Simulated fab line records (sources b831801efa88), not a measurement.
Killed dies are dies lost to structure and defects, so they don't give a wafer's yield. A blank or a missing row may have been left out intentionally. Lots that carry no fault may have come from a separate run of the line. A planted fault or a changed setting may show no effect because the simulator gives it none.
fab line records ; flow gf180mcu
[record] lots = 14; wafers = 42; last_day = 33
route steps=602 shown M4@456 V4@501 V5@540
lots untouched by any fault: they come from a run of this same line in which no faults occurred
start_h: hours from the record's first day to the start of the lot's first wafer shown ; wait_h: how many hours have passed since the lot's step before this one ; " repeats the value in the row above ; L1.1+2: one row covering several wafers at once ; - value missing, or start not given ; * or withheld: withheld ; < > ~ a bound
route shown NAME@n: names a module that has steps shown in the file, with the first one's number in the route ; usual: average and standard deviation across the fault-free wafers ; same: alike in all rows ; chamber/n: place in a boat ; sites: each site's reading ; _std_site: standard deviation of those values ; _edge_site: mean of outer sites minus mean of inner sites ; radius_mm: how far each site lies from the wafer's centre ; mask NAME#n: copy n ; behind: the most recent tool/chamber to have shaped the wafer ; hold: reason for holding the lot/hours on hold/outcome of the hold ; device: whichever transistor did not switch (one of n, p or np) ; end of line: the route-end tests of the same wafers ; where a step has no rows: the recipe by itself ; killed: not the wafer's yield, but the dies lost to structure and defects at the first sort ; map: dies across one wafer; x = killed, . = not, _ = none there
set.NAME: the run value of the setting; set.NAME@STEP: its run value at that earlier step ; model.NAME: the simulator's own value behind a step, which no gauge read
steps of the route over a sample of lots; a table a step, a row a wafer
services: from which hour (start_h, from the record's first day; less than 0 if before it) a tool's chamber was out of use, for how many hours, and why
[[steps]]
[step GF_M4_SPUTTER_00]
[recipe] material = Ti; target_thk_nm = 37.5; arriving_ion_energy_ev = 80; substrate_temp_c = 200; chamber_pressure_pa = 2; power_w = 4000; time_s = 150
[usual] throttle_valve_pct = 29.8/1
lot.wafer;tool;chamber;start_h;wait_h;throttle_valve_pct
L585.3;pvd_sputter-04;-;508.65;0.1;29.1
L585.4;pvd_sputter-04;-;508.65;0.1;29.2
L585.6;pvd_sputter-04;-;508.65;0.1;29.4
L586.3;pvd_sputter-03;-;523.36;0.2;30.3
L586.4;pvd_sputter-03;-;523.36;0.2;30.8
L586.6;pvd_sputter-03;-;523.36;0.2;28.7
L587.1;pvd_sputter-04;-;529.19;0.2;29.3
L587.5;pvd_sputter-04;-;529.19;0.2;29.0
L587.6;pvd_sputter-04;-;529.19;0.2;29.5
L588.1;pvd_sputter-01;-;537.48;0.1;29.3
L588.3;pvd_sputter-01;-;537.48;0.1;31.7
L588.4;pvd_sputter-01;-;537.48;0.1;31.4
L590.3;pvd_sputter-04;-;562.71;0.1;29.0
L590.4;pvd_sputter-04;-;562.71;0.1;29.2
L590.6;pvd_sputter-04;-;562.71;0.1;29.1
L591.1;pvd_sputter-04;-;573.41;0.1;30.0
L591.4;pvd_sputter-04;-;573.41;0.1;29.3
L591.5;pvd_sputter-04;-;573.41;0.1;29.2
L594.2;pvd_sputter-04;-;592.00;0.1;28.9
L594.3;pvd_sputter-04;-;592.00;0.1;29.0
L594.6;pvd_sputter-04;-;592.00;0.1;28.9
L596.1;pvd_sputter-03;-;608.17;0.1;29.3
L596.3;pvd_sputter-03;-;608.17;0.1;29.7
L596.6;pvd_sputter-03;-;608.17;0.1;30.2
L597.1;pvd_sputter-04;-;613.19;0.2;29.1
L597.3;pvd_sputter-04;-;613.19;0.2;28.9
L597.5;pvd_sputter-04;-;613.19;0.2;28.9
L598.1;pvd_sputter-01;-;622.06;0.1;29.4
L598.2;pvd_sputter-01;-;622.06;0.1;29.4
L598.6;pvd_sputter-01;-;622.06;0.1;29.5
L599.1;pvd_sputter-01;-;627.51;0.1;32.1
L599.2;pvd_sputter-01;-;627.51;0.1;29.2
L599.3;pvd_sputter-01;-;627.51;0.1;29.5
L600.3;pvd_sputter-03;-;635.36;0.2;28.9
L600.4;pvd_sputter-03;-;635.36;0.2;29.4
L600.6;pvd_sputter-03;-;635.36;0.2;29.3
L601.1;pvd_sputter-01;-;642.12;0.2;32.3
L601.2;pvd_sputter-01;-;642.12;0.2;31.4
L601.5;pvd_sputter-01;-;642.12;0.2;32.2
L605.1;pvd_sputter-04;-;667.02;0.2;28.8
L605.2;pvd_sputter-04;-;667.02;0.2;30.6
L605.6;pvd_sputter-04;-;667.02;0.2;30.3
[step GF_V4_THK_MEAS_25]
[recipe] thk_meas_gauge = xrf; reads = W_of_V4_CVD_23
[usual] V4_W_THK = 360/7.1
lot.wafer;tool;chamber;start_h;wait_h;V4_W_THK[nm]
L585.3;film_metro-01;-;556.77;0.1;366
L585.4;film_metro-01;-;556.77;0.1;366
L585.6;film_metro-01;-;556.77;0.1;364
L586.3;film_metro-01;-;571.37;0.1;358
L586.4;film_metro-01;-;571.37;0.1;356
L586.6;film_metro-01;-;571.37;0.1;350
L587.1;film_metro-04;-;575.65;0.1;355
L587.5;film_metro-04;-;575.65;0.1;355
L587.6;film_metro-04;-;575.65;0.1;360
L588.1;film_metro-01;-;583.25;0.1;358
L588.3;film_metro-01;-;583.25;0.1;365
L588.4;film_metro-01;-;583.25;0.1;360
L590.3;film_metro-04;-;608.47;0.1;370
L590.4;film_metro-04;-;608.47;0.1;373
L590.6;film_metro-04;-;608.47;0.1;370
L591.1;film_metro-04;-;619.95;0.1;369
L591.4;film_metro-04;-;619.95;0.1;363
L591.5;film_metro-04;-;619.95;0.1;373
L594.2;film_metro-03;-;636.61;0.1;366
L594.3;film_metro-03;-;636.61;0.1;364
L594.6;film_metro-03;-;636.61;0.1;355
L596.1;film_metro-03;-;650.85;0.1;356
L596.3;film_metro-03;-;650.85;0.1;357
L596.6;film_metro-03;-;650.85;0.1;355
L597.1;film_metro-03;-;656.30;0.1;357
L597.3;film_metro-03;-;656.30;0.1;356
L597.5;film_metro-03;-;656.30;0.1;355
L598.1;film_metro-01;-;665.47;0.1;349
L598.2;film_metro-01;-;665.47;0.1;350
L598.6;film_metro-01;-;665.47;0.1;349
L599.1;film_metro-03;-;669.85;0.1;359
L599.2;film_metro-03;-;669.85;0.1;365
L599.3;film_metro-03;-;669.85;0.1;356
L600.3;film_metro-04;-;677.03;0.1;372
L600.4;film_metro-04;-;677.03;0.1;379
L600.6;film_metro-04;-;677.03;0.1;373
L601.1;film_metro-03;-;683.38;0.1;354
L601.2;film_metro-03;-;683.38;0.1;358
L601.5;film_metro-03;-;683.38;0.1;352
L605.1;film_metro-03;-;707.19;0.1;357
L605.2;film_metro-03;-;707.19;0.1;352
L605.6;film_metro-03;-;707.19;0.1;359
[step GF_V5_CVD_00]
[recipe] material = SiO2; target_thk_nm = 300; sigma_open_frac = 0.3; temp_c = 400; time_s = 50; sih4_flow_sccm = 60; pressure_mtorr = 6
[usual] pressure_mtorr = 6.000/0.013; run_length_s = 78.3/0.47; sih4_flow_sccm = 60.01/0.17
lot.wafer;tool;chamber;start_h;wait_h;pressure_mtorr;run_length_s;sih4_flow_sccm
L585.3;hdpcvd-02;0;601.13;0.0;5.995;78.4;59.91
L585.4;hdpcvd-02;1;601.13;0.0;6.012;78.1;60.05
L585.6;hdpcvd-02;2;601.13;0.0;6.000;77.5;60.21
L586.3;hdpcvd-01;1;618.93;0.0;6.016;78.4;59.99
L586.4;hdpcvd-01;1;618.93;0.0;6.013;78.7;60.06
L586.6;hdpcvd-01;2;618.93;0.0;6.008;77.7;59.87
L587.1;hdpcvd-01;0;619.43;0.0;6.007;78.6;60.25
L587.5;hdpcvd-01;1;619.43;0.0;6.004;78.4;59.76
L587.6;hdpcvd-01;0;619.43;0.0;6.007;78.5;60.17
L588.1;hdpcvd-01;1;626.27;0.0;6.004;78.6;60.05
L588.3;hdpcvd-01;2;626.27;0.0;5.999;77.9;60.28
L588.4;hdpcvd-01;0;626.27;0.0;5.971;78.3;59.72
L590.3;hdpcvd-02;2;650.37;0.0;6.010;77.8;60.24
L590.4;hdpcvd-02;1;650.37;0.0;6.028;78.3;60.17
L590.6;hdpcvd-02;2;650.37;0.0;5.998;77.3;60.11
L591.1;hdpcvd-02;2;661.99;0.0;6.009;77.3;60.06
L591.4;hdpcvd-02;2;661.99;0.0;5.996;77.3;59.55
L591.5;hdpcvd-02;1;661.99;0.0;5.998;78.9;60.22
L594.2;hdpcvd-01;2;677.74;0.0;5.974;77.5;60.10
L594.3;hdpcvd-01;0;677.74;0.0;5.989;78.4;60.22
L594.6;hdpcvd-01;1;677.74;0.0;6.010;78.8;60.14
L596.1;hdpcvd-02;2;691.52;0.0;5.988;77.5;60.28
L596.3;hdpcvd-02;1;691.52;0.0;5.994;78.6;59.86
L596.6;hdpcvd-02;1;691.52;0.0;5.999;78.1;59.97
L597.1;hdpcvd-02;2;696.42;0.0;6.000;77.6;59.93
L597.3;hdpcvd-02;1;696.42;0.0;5.987;78.8;59.81
L597.5;hdpcvd-02;1;696.42;0.0;5.990;78.3;59.91
L598.1;hdpcvd-02;0;704.53;0.0;5.984;77.9;59.95
L598.2;hdpcvd-02;2;704.53;0.0;5.993;77.4;59.85
L598.6;hdpcvd-02;0;704.53;0.0;5.983;77.9;60.09
L599.1;hdpcvd-02;1;708.27;0.0;5.975;78.8;60.14
L599.2;hdpcvd-02;0;708.27;0.0;5.994;77.9;59.97
L599.3;hdpcvd-02;2;708.27;0.0;5.978;77.9;59.92
L600.3;hdpcvd-01;2;715.43;0.0;-;-;-
L600.4;hdpcvd-01;0;715.43;0.0;-;-;-
L600.6;hdpcvd-01;1;715.43;0.0;-;-;-
L601.1;hdpcvd-02;1;722.13;0.0;-;-;-
L601.2;hdpcvd-02;0;722.13;0.0;-;-;-
L601.5;hdpcvd-02;0;722.13;0.0;-;-;-
L605.1;hdpcvd-01;1;743.98;0.0;6.006;78.3;59.84
L605.2;hdpcvd-01;2;743.98;0.0;5.983;77.7;60.14
L605.6;hdpcvd-01;2;743.98;0.0;5.991;77.9;59.81
[step GF_V5_CMP_04]
[recipe] material = SiO2; down_force_psi = 4; platen_rpm = 60; pad_velocity_m_s = 0.94248
[usual] edge_zone_pressure_frac = 1.000/0.0049; motor_current_A = 12.3/0.93
lot.wafer;tool;chamber;start_h;wait_h;edge_zone_pressure_frac;motor_current_A
L585.3;cmp-02;3;601.41;0.0;0.997;14.0
L585.4;cmp-02;1;601.41;0.0;0.997;13.9
L585.6;cmp-02;0;601.41;0.0;1.004;13.1
L586.4;cmp-01;1;619.30;0.1;1.000;11.4
L586.3;cmp-01;2;619.30;0.1;0.998;12.8
L586.6;cmp-01;0;619.30;0.1;1.006;12.3
L587.1;cmp-01;3;620.41;0.8;0.993;11.3
L587.6;cmp-01;0;620.41;0.8;1.000;11.9
L587.5;cmp-01;1;620.41;0.8;1.000;10.1
L588.3;cmp-01;0;626.55;0.0;1.003;12.4
L588.4;cmp-01;1;626.55;0.0;0.999;10.6
L588.1;cmp-01;3;626.55;0.0;1.000;11.7
L590.4;cmp-02;0;650.79;0.2;0.998;12.3
L590.3;cmp-02;1;650.79;0.2;0.998;13.3
L590.6;cmp-02;1;650.79;0.2;1.000;13.8
L591.1;cmp-01;1;662.31;0.1;1.000;11.0
L591.4;cmp-01;2;662.31;0.1;1.011;12.8
L591.5;cmp-01;0;662.31;0.1;0.993;11.6
L594.3;cmp-01;2;678.01;0.0;0.998;12.0
L594.2;cmp-01;0;678.01;0.0;1.006;12.7
L594.6;cmp-01;2;678.01;0.0;1.001;12.1
L596.1;cmp-01;1;691.90;0.1;0.993;10.9
L596.3;cmp-01;2;691.90;0.1;0.995;12.1
L596.6;cmp-01;0;691.90;0.1;1.002;11.8
L597.3;cmp-02;3;696.69;0.0;1.008;13.7
L597.1;cmp-02;0;696.69;0.0;1.000;12.8
L597.5;cmp-02;0;696.69;0.0;0.997;12.8
L598.2;cmp-01;1;704.80;0.0;1.008;11.3
L598.1;cmp-01;3;704.80;0.0;1.004;11.4
L598.6;cmp-01;2;704.80;0.0;0.992;12.3
L599.1;cmp-02;3;709.10;0.6;0.990;13.5
L599.3;cmp-02;0;709.10;0.6;1.004;13.3
L599.2;cmp-02;1;709.10;0.6;1.001;12.9
L600.3;cmp-02;1;715.75;0.0;1.000;13.3
L600.4;cmp-02;3;715.75;0.0;1.003;12.6
L600.6;cmp-02;1;715.75;0.0;1.007;13.9
L601.1;cmp-02;0;722.62;0.3;0.999;13.2
L601.2;cmp-02;3;722.62;0.3;1.009;13.0
L601.5;cmp-02;1;722.62;0.3;1.005;14.1
L605.1;cmp-02;2;744.30;0.1;1.000;11.4
L605.2;cmp-02;0;744.30;0.1;0.992;12.5
L605.6;cmp-02;1;744.30;0.1;1.001;13.6
[[services]]
tool;chamber;start_h;hours;kind
hdpcvd-02;-;487.79;0.8;pm
cmp-01;-;489.91;0.4;repair
pvd_sputter-03;-;494.08;28.4;repair
pvd_sputter-04;-;513.52;12.6;repair
cmp-02;-;515.23;16.2;pm
cmp-02;-;532.15;1.1;repair
hdpcvd-02;-;539.25;15.0;pm
hdpcvd-02;0;539.25;15.0;vent_cycle
cmp-02;-;572.00;4.0;pm
cmp-01;-;576.19;0.4;repair
hdpcvd-02;-;591.88;2.8;pm
cmp-01;-;600.94;1.0;repair
cmp-02;-;603.11;4.0;pm
hdpcvd-02;-;615.39;1.7;repair
cmp-02;-;619.69;4.6;pm
hdpcvd-01;1;632.27;3.0;repair
hdpcvd-01;0;634.19;11.7;repair
hdpcvd-01;2;634.51;6.7;repair
pvd_sputter-03;-;638.29;14.1;repair
hdpcvd-01;1;640.74;4.5;repair
cmp-01;-;698.23;0.8;repair
cmp-01;-;706.90;6.9;pm
cmp-01;-;719.98;5.0;repair
pvd_sputter-04;-;725.21;2.5;repair
[[key]]
[first_sign] step = GF_V5_CVD_00; reading = tool_record; direction = missing
effect none on later readings
met_at GF_V5_CVD_00
struck_lots L600,L601
later_rows_left_out L600.3,L600.4,L600.6,L601.1,L601.2,L601.5
sort_left_out L600.3,L600.4,L600.6,L601.1,L601.2,L601.5
not_acting_at GF_M4_SPUTTER_00,GF_V4_THK_MEAS_25,GF_V5_CMP_04
onset_between 708.27 715.43
[fault] kind = skipped_step_whole; tool = hdpcvd-01,hdpcvd-02; chamber = -; onset_h = 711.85; steps = GF_V5_CVD_00; scope = struck_lots_only
// sort_left_out: the simulated sort isn't trusted on such a fault, so these wafers' sort isn't shown, and their yield isn't known
// later_rows_left_out: the simulator's readings of these wafers behind a module that went badly wrong aren't trusted and aren't shown, but for the sort
